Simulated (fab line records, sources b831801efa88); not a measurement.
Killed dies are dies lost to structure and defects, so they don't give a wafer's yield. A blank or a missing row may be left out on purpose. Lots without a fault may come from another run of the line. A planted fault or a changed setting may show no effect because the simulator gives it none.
A struck lot beside a sound one | flow sfq_line | 15 steps out of a route of 325
Sound: wafers L347.1, L347.4, L347.5. Struck: wafer L353.5. (L353.4, L353.6 of the same lot were not struck and are left out.) The cause comes at the end.
At each step with rows: each side's tool, then ch and its chambers, then its first start. Under that, the readings that differ: sound wafers | struck wafers | difference of the means | sigmas: that difference in standard deviations of wafers without a fault.
alike: readings whose means differ by less than 2 such deviations, and words and numbers that are the same on both sides. not compared: withheld readings, readings that some wafer has no value for, bounds like >300 that may hide the same value, and numbers for which the record gives no deviation and whose values overlap.
The two part at a step that has a row with sigmas, a row that says differs or no value, or rows on one side only. Numbers that don't overlap but have no deviation are shown without sigmas and don't part them. A reading that every wafer of one side lacks parts them only if that side has two wafers or more.

first, 1 step without rows for these wafers: SFQ_TRILAYER_M4_STRIP_SOLV_CLEAN_098 (cleans in NMP, time 600 s).
SFQ_TRILAYER_I4_DEP_PECVD_099: deposits SiO2 from SiH4/N2O, time 111.11 s, target thk 500 nm.
  sound on pecvd-04 ch 0,1,2, day 54 12:31; struck on pecvd-02 ch 0, day 57 11:11
  alike: heater_power_w, throttle_valve_pct
SFQ_TRILAYER_I4_CMP_CMP_100: polishes SiO2.
  sound on cmp-01 ch 1,2,3, day 54 16:16; struck on cmp-01 ch 3, day 57 13:14
  alike: motor_current_A, time_to_endpoint_s
SFQ_I4_BOW_MEAS_927:
  sound on film_metro-03, day 54 18:16; struck on film_metro-04, day 57 14:17
  alike: I4_BOW
SFQ_TRILAYER_I4_METRO_MEASURE_101:
  sound on film_metro-03, day 54 18:23; struck on film_metro-04, day 57 14:57
  alike: thk_nm
then, 6 steps without rows for these wafers: SFQ_TRILAYER_I4_VIA_LITHO_COAT_108 (resist thk 62 nm); SFQ_TRILAYER_I4_VIA_LITHO_COAT_103 (resist thk 650 nm); SFQ_TRILAYER_I4_VIA_LITHO_SOFTBAKE_107; SFQ_TRILAYER_I4_VIA_LITHO_EXPOSE_104 (exposes mask I4, target cd 700 nm); SFQ_TRILAYER_I4_VIA_LITHO_PEB_106 (peb time 60 s); SFQ_TRILAYER_I4_VIA_LITHO_DEVELOP_105 (time 60 s).
-- the record jumps here: 6 days lie between the struck wafers' starts before and after --
SFQ_I4_OVL_MEAS_928:
  sound on overlay-01, day 60 21:10; struck on overlay-02, day 63 12:09
  alike: I4_OVL
SFQ_TRILAYER_I4_VIA_BARC_OPEN_VIA_ETCH_146: etches BARC in O2, target depth 125 nm, time 41.7 s.
  sound on rie_diel-01 ch 0,3, day 60 21:13; struck on rie_diel-03 ch 1, day 63 12:10
  reading                                                 | sound             | struck | difference | sigmas
  rf_fwd_power_W (W)                                      | 494.3 495.8 493.0 | 690.4  | +196.0     | +93
  model.KrF_of_TRILAYER_I4_VIA_LITHO_COAT_103.thk_nm (nm) | 569.6 570.5 571.3 | 555.6  | -14.9      |
  alike: drypump_motor_current_A, oes_product_au
  not compared: rf_hours_counter_h
SFQ_TRILAYER_I4_VIA_ETCH_VIA_ETCH_106: etches SiO2 in CHF3, stops on Nb, target depth 260 nm.
  sound on rie_diel-01 ch 0,3, day 60 21:15; struck on rie_diel-03 ch 1, day 63 12:13
  reading                                                 | sound             | struck | difference | sigmas
  model.KrF_of_TRILAYER_I4_VIA_LITHO_COAT_103.thk_nm (nm) | 523.7 525.1 525.6 | 510.1  | -14.7      |
  alike: drypump_motor_current_A, oes_product_au, rf_fwd_power_W
SFQ_TRILAYER_I4_VIA_STRIP_STRIP_107: strips in O2.
  sound on rie_metal-04 ch 1, day 60 21:22; struck on rie_metal-02 ch 0, day 63 12:31
  alike: drypump_motor_current_A, oes_product_au
  not compared: rf_hours_counter_h

WHERE THEY PART
Only at SFQ_TRILAYER_I4_VIA_BARC_OPEN_VIA_ETCH_146, within this record. Later steps at which nothing parts them and some readings are alike: SFQ_TRILAYER_I4_VIA_ETCH_VIA_ETCH_106, SFQ_TRILAYER_I4_VIA_STRIP_STRIP_107.

WHY: what the simulator had put in
Process parameter drift: rie_diel-03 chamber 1, from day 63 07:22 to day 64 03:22, at SFQ_TRILAYER_I4_VIA_BARC_OPEN_VIA_ETCH_146. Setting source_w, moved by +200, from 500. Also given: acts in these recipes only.
